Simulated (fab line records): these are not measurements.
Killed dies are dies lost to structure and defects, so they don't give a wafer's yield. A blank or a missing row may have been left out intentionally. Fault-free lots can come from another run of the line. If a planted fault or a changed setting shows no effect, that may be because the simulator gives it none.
Chamber matching -- flow gf180mcu -- 4 sister chambers for GF_STI_CMP_25 on cmp-02
The step polishes, stops on Si3N4, t overpolish 33 s, target thk 524.6 nm. 8 wafers are shown with their chamber, then 9 later ones without.

EACH WAFER AND ITS CHAMBER
wafer,chamber,motorCurrentA (A),timeToEndpointS (s)
L135.3,0,11.4,127
L136.1,3,13.0,124
L136.3,2,9.7,114
L136.6,1,11.8,110
L138.2,0,12.3,122
L138.3,1,11.7,111
L138.4,3,13.2,117
L146.4,2,9.7,121

WAFERS WHOSE CHAMBER IS MISSING
wafer,motorCurrentA (A),timeToEndpointS (s)
L146.5,11.4,114
L146.6,11.2,97
L148.3,11.3,110
L153.3,11.2,124
L153.4,9.9,115
L153.5,11.6,122
L154.2,9.6,115
L154.4,11.8,110
L154.6,12.7,120

WHICH CHAMBER EACH ONE RAN IN
wafer,from the rows above,in truth
L146.5,can't be placed: 1 or 0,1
L146.6,1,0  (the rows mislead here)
L148.3,1,1
L153.3,can't be placed: 0 or 1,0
L153.4,2,2
L153.5,can't be placed: 0 or 1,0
L154.2,2,2
L154.4,1,1
L154.6,can't be placed: 3 or 0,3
Correctly placed: 4 of 9. Unplaceable from these rows: 4, with the true chamber sitting among the candidates in 4. Wrongly placed: 1.
How it was worked out, from the rows above alone: a wafer's distance from a chamber is the root of the sum, over the readings, of the square of ((its reading less the chamber's mean) divided by the reading's scatter). If the next closest chamber is less than 2 further off than the closest, the wafer can't be placed; otherwise it belongs to the closest. The mean given for a chamber averages the wafers shown for that chamber. The scatter is the square root of a quotient: the sum, over the shown wafers, of each reading's squared deviation from its chamber's mean, divided by wafers minus chambers.
